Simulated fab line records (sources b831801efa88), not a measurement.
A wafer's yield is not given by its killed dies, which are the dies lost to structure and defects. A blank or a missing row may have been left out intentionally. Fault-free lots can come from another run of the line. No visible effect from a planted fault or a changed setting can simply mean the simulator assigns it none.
fab line records	flow sky130
record lots=12	wafers=36	last-day=50
route steps=708 shown PWDE@54 POLY_GATE@235 POLY_CUT@318 LOCAL_INTERCONNECT@400 PAD_OPEN@708
lots that met no fault: taken from a fault-free run of the same line
start-h: the number of hours between the record's first day and the start of the first shown wafer of the lot	wait-h: hours elapsed since this lot's preceding step	" identical to the entry in the row above	L1.1+2: a single row standing in for several wafers	- either no value or no given start	* or withheld: withheld	< > ~ a bound
route shown NAME@n: a module of which the file shows steps, and the number in the route of the first	usual: mean/standard deviation of fault-free wafers	same: alike in all rows	chamber/n: place in a boat	sites: the reading at each site	_std_site: standard deviation of those values	_edge_site: inner sites' mean taken away from outer sites' mean	radius-mm: for every site, how far away it sits from the centre of the wafer	mask NAME#n: copy n	behind: the tool/chamber that last shaped the wafer	hold: cause of the lot's hold/its duration in hours/its outcome	device: transistor that didn't switch, given as n, p or np	end of line: the route-end tests of the same wafers	a step given without rows: its recipe and nothing more	killed: dies lost to structure and defects at the first sort, not the wafer's yield	map: a wafer's dies, x killed, . not, _ none there
set.NAME: the setting the step ran with; set.NAME@STEP: the setting that earlier step ran with	model.NAME: the simulator's own value behind a step, which no gauge read
steps of the route over a sample of lots; a table a step, a row a wafer
services: the hour from which a tool's chamber was out of use, counted from the record's first day as start-h (under 0 if before that day), plus the number of hours and why
## steps
# step SKY_PWDE_STRIP_09
# recipe chemistry=O2/N2	power-w=1400	pressure-mtorr=1500	platen-temp-c=withheld	o2-flow-sccm=3000	n2-flow-sccm=300	overash-fraction=0.5
# usual drypump-motor-current-A=5.86/0.25	oes-product-au=0.723/0.0043	strip-time-to-endpoint-s=36.87/0.1
lot.wafer	tool	chamber	start-h	wait-h	drypump-motor-current-A	oes-product-au	rf-hours-counter-h	strip-time-to-endpoint-s
L639.1	plasma-asher-04	1	82.01	0.1	5.84	0.719	38	36.80
L639.3	"	1	"	"	5.82	0.724	-	36.84
L639.5	"	1	"	"	5.83	0.729	-	36.81
L641.1	plasma-asher-01	0	88.36	0.1	5.41	0.726	39	36.94
L641.5	"	0	"	"	5.38	0.720	-	36.89
L641.6	"	1	"	"	6.00	0.723	-	37.01
L643.3	plasma-asher-04	0	98.89	0.1	5.69	0.727	-	36.83
L643.4	"	1	"	"	5.84	0.728	-	36.77
L643.5	"	0	"	"	5.70	0.720	-	36.65
L646.2	plasma-asher-01	1	114.36	0.1	6.02	0.725	41	36.95
L646.4	"	1	"	"	6.03	0.717	-	36.97
L646.6	"	1	"	"	6.01	0.719	-	36.91
L647.1	plasma-asher-04	0	118.06	0.1	5.69	0.714	0	36.83
L647.4	"	1	"	"	5.85	0.724	-	36.85
L647.6	"	1	"	"	5.85	0.717	-	36.86
L648.1	plasma-asher-01	1	125.81	0.1	5.98	0.724	42	36.92
L648.2	"	0	"	"	5.43	0.723	42	36.93
L648.3	"	0	"	"	5.43	0.723	-	36.91
L649.1	plasma-asher-01	0	131.53	0.1	5.44	0.721	43	36.90
L649.2	"	1	"	"	6.02	0.729	43	36.87
L649.6	"	0	"	"	5.46	0.721	-	36.86
L650.2	plasma-asher-01	1	137.63	0.1	6.00	0.719	44	36.89
L650.4	"	0	"	"	5.49	0.711	-	36.95
L650.6	"	0	"	"	5.38	0.717	-	36.87
L652.1	plasma-asher-04	0	148.43	0.1	5.67	0.724	3	36.94
L652.2	"	1	"	"	5.84	0.723	3	37.04
L652.3	"	1	"	"	5.84	0.716	-	37.01
L653.4	plasma-asher-04	1	153.56	0.1	5.86	0.725	-	36.93
L653.5	"	0	"	"	5.69	0.719	-	36.96
L653.6	"	1	"	"	5.85	0.722	-	36.86
L659.1	plasma-asher-01	1	187.76	0.1	6.01	0.722	49	37.00
L659.2	"	0	"	"	5.44	0.716	49	37.00
L659.5	"	1	"	"	5.99	0.718	-	36.94
L660.3	plasma-asher-04	0	193.34	0.1	5.69	0.722	-	36.97
L660.4	"	1	"	"	5.86	0.729	-	36.99
L660.6	"	1	"	"	5.83	0.730	-	36.97
# step SKY_POLY_GATE_THK_MEAS_21
# recipe reads=SiO2_of_POLY_GATE_OXIDATION_20
# usual POLY_GATE_OXIDATION_THK=4.01/0.089
lot.wafer	tool	chamber	start-h	wait-h	POLY_GATE_OXIDATION_THK[nm]
L639.1	film-metro-01	-	388.52	0.0	3.98
L639.3	"	-	"	"	4.04
L639.5	"	-	"	"	3.94
L641.1	film-metro-04	-	398.98	0.0	3.77
L641.5	"	-	"	"	3.79
L641.6	"	-	"	"	3.75
L643.3	film-metro-01	-	420.42	0.0	3.92
L643.4	"	-	"	"	3.94
L643.5	"	-	"	"	3.91
L646.2	film-metro-04	-	448.69	0.0	4.00
L646.4	"	-	"	"	4.12
L646.6	"	-	"	"	4.07
L647.1	film-metro-04	-	451.43	0.0	4.09
L647.4	"	-	"	"	4.10
L647.6	"	-	"	"	4.16
L648.1	film-metro-01	-	461.07	0.0	4.12
L648.2	"	-	"	"	4.16
L648.3	"	-	"	"	4.14
L649.1	film-metro-03	-	468.26	0.0	4.04
L649.2	"	-	"	"	4.04
L649.6	"	-	"	"	4.05
L650.2	film-metro-01	-	483.35	0.0	4.15
L650.4	"	-	"	"	4.07
L650.6	"	-	"	"	4.13
L652.1	film-metro-01	-	496.93	0.0	4.13
L652.2	"	-	"	"	4.09
L652.3	"	-	"	"	4.05
L653.4	film-metro-04	-	513.37	0.0	4.06
L653.5	"	-	"	"	4.04
L653.6	"	-	"	"	4.06
L659.1	film-metro-04	-	549.43	0.0	4.08
L659.2	"	-	"	"	4.03
L659.5	"	-	"	"	4.01
L660.3	film-metro-04	-	561.95	0.0	4.09
L660.4	"	-	"	"	4.06
L660.6	"	-	"	"	4.08
# step SKY_POLY_CUT_ETCH_11
# recipe target=Si3N4	chemistry=CF4/CH2F2/Ar	stop-on=poly-Si	source-w=600	bias-w=150	pressure-mtorr=40	cf4-flow-sccm=40	ch2f2-flow-sccm=20	Ar_flow_sccm=150	time-s=42.5	target-depth-a=600
# usual bias-w=150.0/0.45	cf4-flow-sccm=40.00/0.13	drypump-motor-current-A=5.9/0.36	oes-product-au=0.826/0.0066	throttle-valve-pct=14.994/0.0094
lot.wafer	tool	chamber	start-h	wait-h	bias-w	cf4-flow-sccm	drypump-motor-current-A	oes-product-au	rf-hours-counter-h	throttle-valve-pct
L639.1	rie-diel-04	1	575.69	0.0	149.5	40.28	5.9	0.824	16	14.994
L639.3	"	2	"	"	149.8	40.10	5.6	0.826	1	14.986
L639.5	"	3	"	"	150.5	40.05	5.0	0.829	-	14.994
L641.1	rie-diel-02	3	585.22	0.0	149.9	40.45	5.7	0.832	24	14.991
L641.5	"	2	"	"	149.8	39.73	5.8	0.823	-	14.981
L641.6	"	1	"	"	150.0	39.92	5.4	0.827	-	14.997
L643.3	rie-diel-04	0	604.24	0.0	149.7	39.78	5.9	0.836	6	14.985
L643.4	"	3	"	"	150.0	39.95	5.0	0.841	36	14.992
L643.5	"	2	"	"	149.9	40.07	5.7	0.837	-	14.995
L646.2	rie-diel-02	1	632.74	0.0	150.8	39.88	5.4	0.814	9	14.987
L646.4	"	0	"	"	149.4	40.05	6.5	0.808	24	14.991
L646.6	"	0	"	"	149.4	39.91	6.5	0.831	-	15.005
L647.1	rie-diel-04	1	635.02	0.0	149.7	40.06	5.9	0.826	18	14.985
L647.4	"	2	"	"	149.8	39.75	5.7	0.815	2	14.996
L647.6	"	0	"	"	150.5	39.98	5.9	0.825	-	15.003
L648.1	rie-diel-02	0	646.37	0.0	150.0	39.96	6.5	0.827	25	14.985
L648.2	"	3	"	"	150.5	39.89	5.7	0.835	24	14.993
L648.3	"	1	"	"	148.9	40.26	5.4	0.826	9	14.984
L649.1	rie-diel-04	1	650.84	0.0	149.6	40.11	5.9	0.823	18	14.999
L649.2	"	0	"	"	149.1	40.16	5.9	0.831	7	14.990
L649.6	"	1	"	"	150.4	40.16	5.9	0.833	-	14.994
L650.2	rie-diel-02	1	664.34	0.0	149.1	40.11	5.4	0.832	10	14.997
L650.4	"	3	"	"	149.7	40.01	5.6	0.825	25	14.997
L650.6	"	1	"	"	149.4	40.02	5.4	0.822	-	14.989
L652.1	rie-diel-03	3	675.09	0.0	150.6	39.80	6.1	0.822	12	15.005
L652.2	"	2	"	"	149.7	40.01	6.0	0.816	47	15.004
L652.3	"	0	"	"	150.3	40.02	6.3	0.827	1	14.983
L653.4	rie-diel-03	3	691.79	0.0	150.4	39.78	6.1	0.833	12	14.979
L653.5	"	3	"	"	150.3	39.95	6.1	0.832	-	15.003
L653.6	"	0	"	"	149.8	39.91	6.2	0.838	-	14.979
L659.1	rie-diel-03	1	727.09	0.0	-	-	-	-	-	-
L659.2	"	0	"	"	-	-	-	-	-	-
L659.5	"	1	"	"	-	-	-	-	-	-
L660.3	rie-diel-02	1	737.44	0.0	-	-	-	-	-	-
L660.4	"	0	"	"	-	-	-	-	-	-
L660.6	"	0	"	"	-	-	-	-	-	-
# step SKY_LOCAL_INTERCONNECT_ETCH_13
# recipe chemistry=N2/H2	target=BARC	ion-energy-ev=200	bias-w=100	pressure-mtorr=30	n2-flow-sccm=100	h2-flow-sccm=200	icp-w=500	stop-on=SiO2	time-s=45.9	target-depth-a=600
# usual bias-w=100.0/0.32	chamber-pressure-mTorr=30.002/0.029	drypump-motor-current-A=5.8/0.49	oes-product-au=0.854/0.0046	throttle-valve-pct=13.225/0.0098
lot.wafer	tool	chamber	start-h	wait-h	bias-w	chamber-pressure-mTorr	drypump-motor-current-A	oes-product-au	rf-hours-counter-h	throttle-valve-pct
L639.1	rie-metal-01	1	720.74	0.0	100.0	30.006	6.4	0.852	1	13.205
L639.3	"	0	"	"	100.6	29.956	5.8	0.852	-	13.235
L639.5	"	1	"	"	100.4	29.987	6.4	0.855	-	13.217
L641.1	rie-metal-03	0	730.38	0.0	100.0	30.045	5.2	0.842	13	13.220
L641.5	"	0	"	"	99.9	30.000	5.2	0.851	-	13.207
L641.6	"	1	"	"	100.0	29.989	5.9	0.849	-	13.213
L643.3	rie-metal-01	0	748.30	0.0	100.0	29.950	5.8	0.850	-	13.235
L643.4	"	1	"	"	99.4	29.987	6.4	0.856	-	13.228
L643.5	"	1	"	"	99.9	30.029	6.4	0.851	-	13.224
L646.2	rie-metal-01	0	775.23	0.0	100.2	30.021	5.8	0.850	5	13.221
L646.4	"	1	"	"	100.0	30.011	6.4	0.858	-	13.210
L646.6	"	1	"	"	99.6	30.012	6.4	0.854	-	13.226
L647.1	rie-metal-03	0	775.74	0.0	100.4	30.028	5.2	0.849	14	13.240
L647.4	"	0	"	"	100.2	30.022	5.2	0.855	-	13.238
L647.6	"	0	"	"	100.6	29.979	5.2	0.851	-	13.222
L648.1	rie-metal-01	0	786.43	0.0	99.9	30.036	5.8	0.848	6	13.233
L648.2	"	1	"	"	100.1	30.027	6.4	0.851	3	13.231
L648.3	"	0	"	"	100.2	29.975	5.8	0.857	-	13.217
L649.1	rie-metal-03	0	790.73	0.0	99.8	30.015	5.2	0.854	15	13.243
L649.2	"	1	"	"	100.2	30.022	6.0	0.853	12	13.225
L649.6	"	0	"	"	99.5	30.001	5.2	0.862	-	13.211
L650.2	rie-metal-02	0	804.23	0.0	100.2	29.969	5.9	0.849	2	13.231
L650.4	"	0	"	"	99.9	30.029	5.9	0.854	-	13.241
L650.6	"	1	"	"	99.7	30.010	4.7	0.854	-	13.235
L652.1	rie-metal-01	1	813.98	0.0	100.5	29.996	6.4	0.854	5	13.243
L652.2	"	0	"	"	99.6	30.026	5.8	0.856	7	13.225
L652.3	"	1	"	"	100.4	30.011	6.4	0.845	-	13.214
L653.4	rie-metal-03	0	827.90	0.0	99.8	29.995	5.2	0.858	-	13.231
L653.5	"	0	"	"	99.6	30.028	5.2	0.860	-	13.217
L653.6	"	1	"	"	100.3	29.963	5.9	0.846	-	13.225
# step SKY_PAD_OPEN_PROBE_99
# usual killed_at_M0_to_M3=44/7	killed_at_M4_up=3.1/1.8	killed-at-contacts=25/5.1	killed-at-front-end=15/4.3	killed-at-other=0.3/0.61	killed-dies=87/9.8	killed-on-rim=17/3.9	killed-open=48/7	killed-short=38/6.3
# same gross-dies=492	killed-at-back-side=0
lot.wafer	tool	chamber	start-h	wait-h	killed_at_M0_to_M3	killed_at_M4_up	killed-at-contacts	killed-at-front-end	killed-at-other	killed-dies	killed-on-rim	killed-open	killed-short
L639.1	prober-01	-	1090.00	0.1	55	4	28	15	0	102	19	59	43
L639.3	prober-01	-	1090.10	0.2	50	5	23	17	0	95	20	54	41
L639.5	prober-01	-	1090.20	0.2	42	2	26	19	0	89	19	42	47
L641.1	prober-01	-	1093.39	0.1	63	1	22	23	3	112	23	61	50
L641.5	prober-01	-	1093.59	0.2	34	3	28	24	1	90	16	46	43
L641.6	prober-01	-	1093.64	0.2	42	3	24	6	1	76	15	50	26
L643.3	prober-01	-	1105.71	0.2	45	2	30	13	0	90	28	45	45
L643.4	prober-01	-	1105.76	0.2	33	4	17	16	0	70	15	40	30
L643.5	prober-01	-	1105.81	0.2	41	3	29	14	0	87	20	49	37
L646.2	prober-02	-	1127.79	0.1	36	4	23	23	0	86	15	46	40
L646.4	prober-02	-	1127.89	0.2	51	5	23	18	1	98	22	61	37
L646.6	prober-02	-	1127.99	0.2	34	4	28	22	0	88	18	45	43
L647.1	prober-01	-	1129.46	0.1	38	2	22	11	0	73	10	39	34
L647.4	prober-01	-	1129.61	0.2	69	1	17	17	0	104	21	61	43
L647.6	prober-01	-	1129.71	0.2	43	6	19	15	1	84	13	46	37
L648.1	prober-02	-	1136.29	0.1	44	6	19	8	0	77	16	39	37
L648.2	prober-02	-	1136.34	0.1	47	5	32	14	0	98	23	58	39
L648.3	prober-02	-	1136.39	0.2	53	3	40	18	1	115	18	64	50
L649.1	prober-01	-	1138.25	0.1	51	5	30	17	0	103	20	58	44
L649.2	prober-01	-	1138.30	0.1	43	6	23	16	0	88	13	48	39
L649.6	prober-01	-	1138.50	0.2	42	4	31	14	0	91	16	52	38
L650.2	prober-02	-	1149.31	0.1	50	2	22	11	1	86	15	56	30
L650.4	prober-02	-	1149.41	0.2	46	3	22	16	0	87	17	46	41
L650.6	prober-02	-	1149.51	0.2	38	2	15	12	0	67	14	31	36
L652.1	prober-02	-	1154.54	0.1	41	2	23	20	0	86	21	39	47
L652.2	prober-02	-	1154.59	0.1	44	4	22	17	1	88	20	45	41
L652.3	prober-02	-	1154.64	0.2	36	4	26	14	0	80	16	48	31
L653.4	prober-01	-	1163.19	0.2	42	3	30	12	1	88	25	45	43
L653.5	prober-01	-	1163.24	0.2	40	3	29	14	0	86	14	54	32
L653.6	prober-01	-	1163.29	0.2	52	1	30	7	0	90	20	56	34
L659.1	prober-01	-	1189.62	0.1	40	5	14	433	0	492	96	35	29
L659.2	prober-01	-	1189.67	0.1	50	2	19	421	0	492	96	47	42
L659.5	prober-01	-	1189.82	0.2	46	8	25	413	0	492	96	52	41
L660.3	prober-02	-	1193.79	0.2	58	3	27	404	0	492	96	53	50
L660.4	prober-02	-	1193.84	0.2	41	2	22	427	0	492	96	43	31
L660.6	prober-02	-	1193.94	0.2	52	5	21	414	0	492	96	60	26
# killed by level:class
L639.1 VIA1:geometric-particle:open=14 METAL1:geometric-particle:short=10 CONTACT:geometric-particle:open=9 LI_CONTACT:geometric-particle:open=8 VIA3:geometric-particle:open=8 VIA2:geometric-particle:open=7 FIELD_ISO:geometric-particle:open=5 FIELD_ISO:geometric-particle:short=4
L639.3 VIA1:geometric-particle:open=19 METAL1:geometric-particle:short=9 LI_CONTACT:geometric-particle:open=8 CONTACT:geometric-particle:open=8 FIELD_ISO:geometric-particle:open=7 CONTACT:geometric-particle:short=6 VIA1:geometric-particle:short=6 METAL2:geometric-particle:short=6
L639.5 VIA3:geometric-particle:open=8 VIA1:geometric-particle:open=8 POLY_GATE:geometric-particle:open=7 LI_CONTACT:geometric-particle:short=7 CONTACT:geometric-particle:open=6 CONTACT:geometric-particle:short=6 VIA1:geometric-particle:short=5 POLY_GATE:geometric-particle:short=4
L641.1 VIA1:geometric-particle:open=12 VIA3:geometric-particle:open=9 LI_CONTACT:geometric-particle:open=8 METAL1:geometric-particle:short=8 CONTACT:geometric-particle:open=7 VIA2:geometric-particle:open=7 POLY_GATE:geometric-particle:short=6 METAL3:geometric-particle:short=6
L641.5 CONTACT:geometric-particle:open=9 METAL1:geometric-particle:short=7 VIA1:geometric-particle:open=7 FIELD_ISO:geometric-particle:short=6 LI_CONTACT:geometric-particle:open=6 LOCAL_INTERCONNECT:geometric-particle:short=6 FIELD_ISO:geometric-particle:open=5 VIA3:geometric-particle:open=5
L641.6 CONTACT:geometric-particle:open=12 VIA1:geometric-particle:open=11 VIA3:geometric-particle:open=9 LI_CONTACT:geometric-particle:open=6 VIA2:geometric-particle:open=5 FIELD_ISO:geometric-particle:short=3 LOCAL_INTERCONNECT:geometric-particle:short=3 METAL2:geometric-particle:open=3
L643.3 CONTACT:geometric-particle:open=13 METAL2:geometric-particle:short=9 VIA2:geometric-particle:open=7 FIELD_ISO:geometric-particle:short=6 VIA3:geometric-particle:open=6 CONTACT:geometric-particle:short=6 VIA1:geometric-particle:short=6 VIA1:geometric-particle:open=6
L643.4 VIA1:geometric-particle:open=7 CONTACT:geometric-particle:open=6 VIA3:geometric-particle:open=6 FIELD_ISO:geometric-particle:open=5 VIA3:geometric-particle:short=5 LI_CONTACT:geometric-particle:open=4 SPACER:geometric-particle:open=3 LOCAL_INTERCONNECT:geometric-particle:short=3
L643.5 CONTACT:geometric-particle:open=10 VIA1:geometric-particle:open=10 LOCAL_INTERCONNECT:geometric-particle:short=9 VIA3:geometric-particle:open=8 METAL2:geometric-particle:short=7 FIELD_ISO:geometric-particle:open=5 LI_CONTACT:geometric-particle:open=5 VIA1:geometric-particle:short=4
L646.2 VIA1:geometric-particle:open=11 CONTACT:geometric-particle:open=9 FIELD_ISO:geometric-particle:short=6 FIELD_ISO:geometric-particle:open=5 LI_CONTACT:geometric-particle:open=5 METAL1:geometric-particle:short=5 METAL2:geometric-particle:short=5 CONTACT:geometric-particle:short=4
L646.4 VIA1:geometric-particle:open=16 CONTACT:geometric-particle:open=12 VIA2:geometric-particle:open=7 VIA3:geometric-particle:open=6 FIELD_ISO:geometric-particle:open=5 LI_CONTACT:geometric-particle:open=5 METAL1:geometric-particle:short=5 VIA1:geometric-particle:short=4
L646.6 CONTACT:geometric-particle:open=9 VIA1:geometric-particle:open=9 LOCAL_INTERCONNECT:geometric-particle:short=6 FIELD_ISO:geometric-particle:short=5 POLY_GATE:geometric-particle:short=5 VIA2:geometric-particle:open=5 FIELD_ISO:geometric-particle:open=4 LI_CONTACT:geometric-particle:short=4
L647.1 VIA1:geometric-particle:open=11 CONTACT:geometric-particle:short=7 VIA1:geometric-particle:short=7 VIA2:geometric-particle:short=7 CONTACT:geometric-particle:open=6 LI_CONTACT:geometric-particle:open=4 METAL2:geometric-particle:short=4 SPACER:geometric-particle:open=3
L647.4 VIA1:geometric-particle:open=21 VIA3:geometric-particle:open=12 VIA2:geometric-particle:open=10 VIA2:geometric-particle:short=7 VIA1:geometric-particle:short=7 CONTACT:geometric-particle:open=6 POLY_GATE:geometric-particle:short=5 METAL2:geometric-particle:short=5
L647.6 VIA2:geometric-particle:open=12 VIA1:geometric-particle:open=8 LI_CONTACT:geometric-particle:open=7 VIA1:geometric-particle:short=7 CONTACT:geometric-particle:open=6 FIELD_ISO:geometric-particle:short=5 POLY_GATE:geometric-particle:short=4 VIA2:geometric-particle:short=4
L648.1 VIA1:geometric-particle:open=9 VIA2:geometric-particle:open=9 VIA1:geometric-particle:short=7 CONTACT:geometric-particle:short=6 METAL2:geometric-particle:short=5 VIA3:geometric-particle:open=5 METAL4:geometric-particle:short=5 LI_CONTACT:geometric-particle:open=4
L648.2 CONTACT:geometric-particle:open=12 VIA3:geometric-particle:open=10 VIA1:geometric-particle:open=9 CONTACT:geometric-particle:short=7 LI_CONTACT:geometric-particle:open=6 LOCAL_INTERCONNECT:geometric-particle:short=6 VIA2:geometric-particle:open=6 METAL1:geometric-particle:short=5
L648.3 VIA3:geometric-particle:open=12 LI_CONTACT:geometric-particle:open=10 CONTACT:geometric-particle:open=9 VIA2:geometric-particle:open=9 CONTACT:geometric-particle:short=8 VIA1:geometric-particle:open=7 LOCAL_INTERCONNECT:geometric-particle:short=6 METAL1:geometric-particle:short=6
L649.1 VIA1:geometric-particle:open=14 CONTACT:geometric-particle:open=11 LI_CONTACT:geometric-particle:open=8 VIA2:geometric-particle:open=6 LI_CONTACT:geometric-particle:short=5 VIA2:geometric-particle:short=5 FIELD_ISO:geometric-particle:open=4 METAL1:geometric-particle:short=4
L649.2 CONTACT:geometric-particle:open=14 VIA1:geometric-particle:open=10 VIA3:geometric-particle:open=6 METAL1:geometric-particle:short=5 VIA2:geometric-particle:open=5 FIELD_ISO:geometric-particle:short=4 POLY_GATE:geometric-particle:open=4 METAL4:geometric-particle:short=4
L649.6 VIA1:geometric-particle:open=12 LI_CONTACT:geometric-particle:open=10 VIA2:geometric-particle:open=8 CONTACT:geometric-particle:open=7 CONTACT:geometric-particle:short=6 VIA3:geometric-particle:open=4 FIELD_ISO:geometric-particle:open=4 VIA1:geometric-particle:short=4
L650.2 VIA1:geometric-particle:open=19 CONTACT:geometric-particle:open=8 VIA3:geometric-particle:open=8 LI_CONTACT:geometric-particle:open=7 METAL1:geometric-particle:short=7 METAL2:geometric-particle:short=5 POLY_GATE:geometric-particle:open=4 CONTACT:geometric-particle:short=4
L650.4 VIA1:geometric-particle:open=15 CONTACT:geometric-particle:open=9 METAL2:geometric-particle:short=9 VIA1:geometric-particle:short=8 FIELD_ISO:geometric-particle:open=5 LOCAL_INTERCONNECT:geometric-particle:short=5 CONTACT:geometric-particle:short=4 POLY_GATE:geometric-particle:open=3
L650.6 VIA1:geometric-particle:open=8 VIA3:geometric-particle:open=7 METAL1:geometric-particle:short=5 VIA3:geometric-particle:short=5 VIA1:geometric-particle:short=4 METAL2:geometric-particle:short=4 FIELD_ISO:geometric-particle:open=3 FIELD_ISO:geometric-particle:short=3
L652.1 CONTACT:geometric-particle:short=8 VIA1:geometric-particle:open=7 VIA2:geometric-particle:open=7 POLY_GATE:geometric-particle:short=6 VIA3:geometric-particle:open=6 FIELD_ISO:geometric-particle:short=5 POLY_GATE:geometric-particle:open=5 LI_CONTACT:geometric-particle:open=5
L652.2 VIA1:geometric-particle:short=9 CONTACT:geometric-particle:open=8 METAL1:geometric-particle:short=7 VIA1:geometric-particle:open=7 VIA2:geometric-particle:open=7 FIELD_ISO:geometric-particle:short=6 LOCAL_INTERCONNECT:geometric-particle:short=5 LI_CONTACT:geometric-particle:short=4
L652.3 CONTACT:geometric-particle:open=12 VIA1:geometric-particle:open=8 VIA3:geometric-particle:open=8 VIA2:geometric-particle:open=6 POLY_GATE:geometric-particle:short=4 LI_CONTACT:geometric-particle:short=4 CONTACT:geometric-particle:short=4 VIA1:geometric-particle:short=4
L653.4 CONTACT:geometric-particle:open=14 VIA1:geometric-particle:open=11 CONTACT:geometric-particle:short=7 VIA1:geometric-particle:short=7 FIELD_ISO:geometric-particle:short=5 METAL3:geometric-particle:short=5 LI_CONTACT:geometric-particle:open=4 METAL2:geometric-particle:short=4
L653.5 CONTACT:geometric-particle:open=16 VIA1:geometric-particle:open=11 METAL2:geometric-particle:short=7 FIELD_ISO:geometric-particle:open=6 POLY_GATE:geometric-particle:open=5 CONTACT:geometric-particle:short=5 LI_CONTACT:geometric-particle:open=4 VIA2:geometric-particle:open=4
L653.6 VIA1:geometric-particle:open=14 LI_CONTACT:geometric-particle:open=13 VIA3:geometric-particle:open=9 CONTACT:geometric-particle:open=9 METAL2:geometric-particle:short=7 VIA2:geometric-particle:open=6 LI_CONTACT:geometric-particle:short=5 VIA1:geometric-particle:short=4
L659.1 POLY_CUT:area-etch=428 VIA1:geometric-particle:open=13 METAL2:geometric-particle:short=10 LI_CONTACT:geometric-particle:open=8 VIA3:geometric-particle:open=7 METAL4:geometric-particle:short=4 POLY_GATE:geometric-particle:open=3 METAL1:geometric-particle:short=3
L659.2 POLY_CUT:area-etch=403 VIA1:geometric-particle:open=11 VIA3:geometric-particle:open=8 FIELD_ISO:geometric-particle:open=7 VIA1:geometric-particle:short=7 CONTACT:geometric-particle:open=6 METAL2:geometric-particle:short=5 CONTACT:geometric-particle:short=4
L659.5 POLY_CUT:area-etch=399 VIA1:geometric-particle:open=10 CONTACT:geometric-particle:open=9 LI_CONTACT:geometric-particle:open=8 METAL2:geometric-particle:short=7 VIA3:geometric-particle:open=7 VIA2:geometric-particle:open=5 METAL4:geometric-particle:short=5
L660.3 POLY_CUT:area-etch=388 VIA1:geometric-particle:open=16 METAL1:geometric-particle:short=10 VIA3:geometric-particle:open=9 CONTACT:geometric-particle:open=8 LI_CONTACT:geometric-particle:open=7 FIELD_ISO:geometric-particle:short=5 LI_CONTACT:geometric-particle:short=4
L660.4 POLY_CUT:area-etch=418 VIA1:geometric-particle:open=14 CONTACT:geometric-particle:open=8 LI_CONTACT:geometric-particle:open=7 VIA3:geometric-particle:open=6 VIA1:geometric-particle:short=5 POLY_GATE:geometric-particle:short=3 LOCAL_INTERCONNECT:geometric-particle:short=3
L660.6 POLY_CUT:area-etch=406 VIA1:geometric-particle:open=15 VIA2:geometric-particle:open=13 VIA3:geometric-particle:open=10 CONTACT:geometric-particle:open=9 LI_CONTACT:geometric-particle:open=5 VIA1:geometric-particle:short=4 CONTACT:geometric-particle:short=3
## services
tool	chamber	start-h	hours	kind
rie-diel-02	3	91.34	9.8	repair
plasma-asher-04	-	108.81	9.0	pm
rie-diel-02	1	110.50	3.5	repair
rie-diel-02	1	138.38	45.2	repair
rie-metal-01	-	145.89	14.6	pm
plasma-asher-04	-	164.77	7.4	repair
rie-diel-02	3	169.51	3.0	repair
rie-diel-02	0	204.44	6.6	repair
rie-diel-02	1	239.22	4.2	repair
plasma-asher-01	-	287.33	2.8	pm
rie-diel-02	3	359.99	13.1	repair
rie-diel-02	1	368.41	5.6	repair
plasma-asher-01	-	421.25	9.0	pm
rie-metal-01	-	429.91	0.9	repair
rie-diel-02	-	484.87	4.3	pm
rie-diel-02	0	492.28	6.4	repair
rie-metal-01	-	551.18	0.5	repair
rie-diel-02	-	564.69	2.8	pm
rie-metal-01	-	574.26	2.8	pm
rie-diel-02	-	601.68	14.6	pm
plasma-asher-04	-	605.54	0.7	repair
plasma-asher-01	-	639.65	0.9	repair
rie-diel-02	2	642.89	1.7	repair
plasma-asher-04	-	707.38	15.6	pm
## key
first-sign step=SKY_POLY_CUT_ETCH_11	reading=tool-record	direction=missing
effect step=SKY_PAD_OPEN_PROBE_99	reading=killed-at-front-end	direction=up	sigmas=93	usual=15	struck=419
more-kills-born-at SKY_POLY_CUT_ETCH_11@rie-diel-03=1230	SKY_POLY_CUT_ETCH_11@rie-diel-02=1212
met-at SKY_POLY_CUT_ETCH_11
struck-lots L659,L660
later-rows-left-out L659.1,L659.2,L659.5,L660.3,L660.4,L660.6
tester-left-out L659,L660
not-acting-at SKY_PWDE_STRIP_09,SKY_POLY_GATE_THK_MEAS_21,SKY_LOCAL_INTERCONNECT_ETCH_13
onset-between 691.79 727.09
fault kind=skipped-step-whole	tool=rie-diel-02,rie-diel-03	chamber=-	onset-h=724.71	steps=SKY_POLY_CUT_ETCH_11	scope=struck-lots-only
# tester-left-out: of these lots the tester's yield and bins aren't shown, on N5 and GAA mostly nor the transistor test; their killed dies are dies lost to structure and defects alone, not to doping, threshold or leakage, so they don't give the yield
# later-rows-left-out: the simulator's readings of these wafers behind a module that went badly wrong aren't trusted and aren't shown, but for the sort
